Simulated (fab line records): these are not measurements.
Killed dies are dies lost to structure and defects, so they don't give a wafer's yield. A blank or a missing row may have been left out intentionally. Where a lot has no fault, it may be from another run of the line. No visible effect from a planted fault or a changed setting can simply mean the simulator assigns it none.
Which tool was responsible? -- flow sfq_line -- 14 lots, 41 wafers sampled, at 5 steps of a route of 325

WHAT THE GAUGES SHOWED, per wafer
SFQ_M4_RS_MEAS_924: the measuring method here is four-point-probe.
lot,measured,on,M4_NB_RS (ohm/sq)
L357,day 32 01:36,film_metro-03,0.902 0.898 0.903
L359,day 32 10:00,film_metro-04,0.889 0.889 0.886
L361,day 32 22:11,film_metro-03,0.891 0.909 0.914
L362,day 33 00:30,film_metro-01,0.886 0.889 0.892
L363,day 33 07:48,film_metro-04,0.888 0.879 0.882
L364,day 33 11:23,film_metro-04,0.883 0.876 0.886
L367,day 34 14:50,film_metro-04,0.995 0.996
L368,day 34 20:47,film_metro-03,0.983 0.991 0.993
L374,day 36 10:29,film_metro-01,0.910 0.921 0.902
L376,day 37 08:06,film_metro-01,0.908 0.903 0.902
L377,day 37 14:07,film_metro-03,0.893 0.891 0.890
L378,day 37 17:42,film_metro-01,0.875 0.882 0.870
L379,day 37 20:10,film_metro-01,0.914 0.902 0.909
L380,day 37 22:31,film_metro-01,0.885 0.880 0.881

EACH LOT AND THE TOOL THAT RAN IT (in order: tool; ch and the chambers of the sampled wafers; start)
lot,SFQ_TRILAYER_M2_ETCH_METAL_ETCH_060,SFQ_TRILAYER_M2_STRIP_STRIP_061,SFQ_TRILAYER_I3_DEP_PECVD_081,SFQ_TRILAYER_M4_DEP_SPUTTER_091
L357,"rie_metal-01 ch 1, day 20 07:57","rie_metal-01 ch 1, day 20 08:05","pecvd-01 ch 0,2, day 28 04:42","pvd_sputter-06, day 32 01:29"
L359,"rie_metal-01 ch 0,1, day 20 19:57","rie_metal-01 ch 0,1, day 20 20:05","pecvd-03 ch 0,2, day 28 15:30","pvd_sputter-03, day 32 09:55"
L361,"rie_metal-01 ch 0,1, day 21 04:21","rie_metal-01 ch 0,1, day 21 04:29","pecvd-03 ch 0,1,2, day 29 00:45","pvd_sputter-06, day 32 22:06"
L362,"rie_metal-01 ch 0,1, day 21 13:57","rie_metal-01 ch 0,1, day 21 14:05","pecvd-01 ch 0,1,2, day 29 05:33","pvd_sputter-03, day 33 00:25"
L363,"rie_metal-02 ch 0,1, day 22 00:46","rie_metal-02 ch 0,1, day 22 00:56","pecvd-01 ch 0,1,2, day 29 15:09","pvd_sputter-05, day 33 07:41"
L364,"rie_metal-01 ch 0,1, day 22 11:33","rie_metal-01 ch 0,1, day 22 11:41","pecvd-03 ch 0,1,2, day 29 22:38","pvd_sputter-05, day 33 11:18"
L367,"rie_metal-01 ch 0,1, day 24 11:30","rie_metal-01 ch 0,1, day 24 11:47","pecvd-02 ch 0, day 31 05:35","pvd_sputter-05, day 34 14:43"
L368,"rie_metal-04 ch 0,1, day 24 16:16","rie_metal-04 ch 0,1, day 24 16:23","pecvd-02 ch 0,1, day 31 10:21","pvd_sputter-05, day 34 20:41"
L374,"rie_metal-02 ch 0,1, day 26 09:39","rie_metal-02 ch 0,1, day 26 09:56","pecvd-01 ch 0,1, day 33 02:58","pvd_sputter-06, day 36 10:21"
L376,"rie_metal-04 ch 0, day 27 02:34","rie_metal-04 ch 0, day 27 02:49","pecvd-02 ch 1,2, day 33 15:54","pvd_sputter-06, day 37 08:01"
L377,"rie_metal-01 ch 1, day 27 03:43","rie_metal-01 ch 1, day 27 03:50","pecvd-02 ch 1,2, day 33 19:30","pvd_sputter-03, day 37 14:01"
L378,"rie_metal-02 ch 0,1, day 27 07:19","rie_metal-02 ch 0,1, day 27 07:26","pecvd-03 ch 0,1,2, day 34 00:34","pvd_sputter-05, day 37 17:37"
L379,"rie_metal-02 ch 0,1, day 27 19:21","rie_metal-02 ch 0,1, day 27 19:38","pecvd-02 ch 0,1,2, day 34 06:20","pvd_sputter-06, day 37 20:01"
L380,"rie_metal-02 ch 0,1, day 27 21:43","rie_metal-02 ch 0,1, day 27 21:50","pecvd-03 ch 0,2, day 34 08:42","pvd_sputter-05, day 37 22:25"
- SFQ_TRILAYER_M2_ETCH_METAL_ETCH_060: etches Nb in Cl2/Ar, stops on SiO2, target depth 240 nm, time 120 s.
- SFQ_TRILAYER_M2_STRIP_STRIP_061: strips in O2.
- SFQ_TRILAYER_I3_DEP_PECVD_081: deposits SiO2 from SiH4/N2O, time 111.11 s, target thk 500 nm.
- SFQ_TRILAYER_M4_DEP_SPUTTER_091: material Nb, target thk 200 nm, time 133.3 s.

WHAT THE TOOLS THEMSELVES READ (means of the sampled wafers that have a number; where no wafer has one, the mark that the record gives instead)
SFQ_TRILAYER_M2_ETCH_METAL_ETCH_060.
lot,tool,drypump_motor_current_A (A),oes_product_au (a.u.)
L357,rie_metal-01,5.8,0.899
L359,rie_metal-01,5.3,0.902
L361,rie_metal-01,5.6,0.893
L362,rie_metal-01,5.3,0.903
L363,rie_metal-02,5.9,0.894
L364,rie_metal-01,5.3,0.890
L367,rie_metal-01,5.4,0.893
L368,rie_metal-04,5.9,0.885
L374,rie_metal-02,6.1,0.885
L376,rie_metal-04,6.0,0.895
L377,rie_metal-01,5.8,0.900
L378,rie_metal-02,6.1,0.888
L379,rie_metal-02,6.1,0.891
L380,rie_metal-02,5.9,0.892

SFQ_TRILAYER_M2_STRIP_STRIP_061.
lot,tool,drypump_motor_current_A (A),oes_product_au (a.u.),platen_temp_c (C)
L357,rie_metal-01,5.8,1.006,40.00
L359,rie_metal-01,5.3,0.986,39.90
L361,rie_metal-01,5.6,0.998,40.08
L362,rie_metal-01,5.3,1.000,39.93
L363,rie_metal-02,5.9,1.000,39.93
L364,rie_metal-01,5.3,1.008,39.90
L367,rie_metal-01,5.5,1.006,39.91
L368,rie_metal-04,5.9,1.002,39.91
L374,rie_metal-02,6.1,0.999,39.94
L376,rie_metal-04,6.0,0.997,39.92
L377,rie_metal-01,5.8,0.994,40.15
L378,rie_metal-02,6.1,1.007,39.95
L379,rie_metal-02,6.1,1.005,40.12
L380,rie_metal-02,5.8,1.002,39.97

SFQ_TRILAYER_I3_DEP_PECVD_081.
lot,tool,heater_power_w (W),throttle_valve_pct (%)
L357,pecvd-01,81,25.8
L359,pecvd-03,88,25.0
L361,pecvd-03,89,24.5
L362,pecvd-01,82,25.7
L363,pecvd-01,84,25.8
L364,pecvd-03,86,24.5
L367,pecvd-02,70,23.9
L368,pecvd-02,57,24.3
L374,pecvd-01,90,26.9
L376,pecvd-02,70,24.5
L377,pecvd-02,68,24.2
L378,pecvd-03,89,24.5
L379,pecvd-02,78,24.1
L380,pecvd-03,85,25.1

SFQ_TRILAYER_M4_DEP_SPUTTER_091.
lot,tool,resputter_cathode_voltage_v (V),throttle_valve_pct (%)
L357,pvd_sputter-06,403,31.0
L359,pvd_sputter-03,401,30.0
L361,pvd_sputter-06,403,30.3
L362,pvd_sputter-03,402,29.8
L363,pvd_sputter-05,403,29.2
L364,pvd_sputter-05,392,30.6
L367,pvd_sputter-05,396,30.1
L368,pvd_sputter-05,400,30.9
L374,pvd_sputter-06,401,30.4
L376,pvd_sputter-06,398,30.3
L377,pvd_sputter-03,399,29.8
L378,pvd_sputter-05,399,29.2
L379,pvd_sputter-06,402,30.3
L380,pvd_sputter-05,400,30.5

THE ANSWER, worked out from the rows above alone
Rule: usual is defined by the lots themselves. The widest of any qualifying gaps counts: lots, ordered by their means at a reading, are off when they make up no more than a third of the lots, leave a main group of 4 or more, and stand apart from it by 3 or more times the standard deviation of that group's means. A main group is skipped when, at the precision printed for the reading in the tables above, its means are all equal. A lot without any number at a reading at which 4 lots or more have one is off too. All remaining lots with rows at the step are treated as sound. Order of review: gauges by route order, followed by the tools' own readings, for which a lot's mean as printed above is used. At the first step where some lot is off, the reading lying furthest off is the one used; lots without a number count as furthest.
Off: L367, L368, seen at SFQ_M4_RS_MEAS_924 (M4_NB_RS). The main group has a mean of 0.893 ohm/sq with a standard deviation of 0.011.
If a tool, at a process step before that reading, ran all the lots that are off and no sound lot after the first of them, it fits. Those tools and the gauges at SFQ_M4_RS_MEAS_924 are tried in the same way. Of those tried, none fits.

WHAT HAD BEEN PUT IN BY THE SIMULATOR
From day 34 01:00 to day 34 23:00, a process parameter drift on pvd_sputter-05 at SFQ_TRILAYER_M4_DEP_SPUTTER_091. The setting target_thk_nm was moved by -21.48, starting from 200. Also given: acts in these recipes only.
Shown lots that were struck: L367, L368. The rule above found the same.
